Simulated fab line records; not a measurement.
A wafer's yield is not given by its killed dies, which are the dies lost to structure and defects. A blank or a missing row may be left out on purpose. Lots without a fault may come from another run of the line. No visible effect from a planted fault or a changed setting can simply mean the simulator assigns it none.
What tool caused it? :: flow gf180mcu :: 6 lots with 18 wafers sampled at 3 steps, on a route of 602 steps

WHAT EACH GAUGE READ, for each wafer
GF_SAB_THK_MEAS_01.
lot: L316
measured: day 14 10:59
on: filmMetro-04
SAB_CVD_00_THK (nm): 49.2 49.4 49.9

lot: L319
measured: day 15 10:47
on: filmMetro-04
SAB_CVD_00_THK (nm): 51.0 48.8 51.1

lot: L323
measured: day 16 23:20
on: filmMetro-04
SAB_CVD_00_THK (nm): 50.4 49.0 50.8

lot: L326
measured: day 17 19:36
on: filmMetro-02
SAB_CVD_00_THK (nm): 50.3 63.9 63.3

lot: L332
measured: day 20 15:40
on: filmMetro-02
SAB_CVD_00_THK (nm): 49.1 49.9 50.4

lot: L335
measured: day 21 16:10
on: filmMetro-02
SAB_CVD_00_THK (nm): 49.2 49.0 48.8

EACH LOT AND THE TOOL THAT RAN IT (in order: tool; ch and the chambers of the sampled wafers; start)
lot: L316
GF_HV_LDD_STRIP_49: plasmaAsher-02 ch 0,1, day 12 14:58
GF_SAB_CVD_00: pecvd-01 ch 0,2, day 14 10:57

lot: L319
GF_HV_LDD_STRIP_49: plasmaAsher-01 ch 0,1, day 13 12:38
GF_SAB_CVD_00: pecvd-04 ch 0,1,2, day 15 10:45

lot: L323
GF_HV_LDD_STRIP_49: plasmaAsher-01 ch 0,1, day 14 23:11
GF_SAB_CVD_00: pecvd-03 ch 0,1, day 16 23:19

lot: L326
GF_HV_LDD_STRIP_49: plasmaAsher-04 ch 0,1, day 15 18:19
GF_SAB_CVD_00: pecvd-01 ch 0,1,2, day 17 19:34

lot: L332
GF_HV_LDD_STRIP_49: plasmaAsher-04 ch 0,1, day 18 11:10
GF_SAB_CVD_00: pecvd-03 ch 0,2, day 20 15:39

lot: L335
GF_HV_LDD_STRIP_49: plasmaAsher-04 ch 0,1, day 19 11:13
GF_SAB_CVD_00: pecvd-01 ch 0,1,2, day 21 16:09
- GF_HV_LDD_STRIP_49: strips in O2/N2.
- GF_SAB_CVD_00: deposits SiO2 from TEOS, target thk 50 nm, time 4.9302 s.

THE ANSWER, worked out from the rows above alone
Rule: the usual values come from the lots themselves. The widest of any qualifying gaps counts: lots, ordered by their means at a reading, are off when they make up no more than a third of the lots, leave a main group of 4 or more, and stand apart from it by 3 or more times the standard deviation of that group's means. A main group whose means are all the same, to the digits that the tables above print for the reading, isn't used. Also off: a lot with no number at a reading for which 4 or more lots have one. The other lots that the step has rows for count as sound.
Off: L326, seen at GF_SAB_THK_MEAS_01 (SAB_CVD_00_THK). Main group: mean 49.7 nm, sd 0.45.
If a tool, at a process step before that reading, ran all the lots that are off and no sound lot after the first of them, it fits. The gauges at GF_SAB_THK_MEAS_01 are tried like those tools. Of those tried, none fits.

WHAT THE SIMULATOR PUT IN
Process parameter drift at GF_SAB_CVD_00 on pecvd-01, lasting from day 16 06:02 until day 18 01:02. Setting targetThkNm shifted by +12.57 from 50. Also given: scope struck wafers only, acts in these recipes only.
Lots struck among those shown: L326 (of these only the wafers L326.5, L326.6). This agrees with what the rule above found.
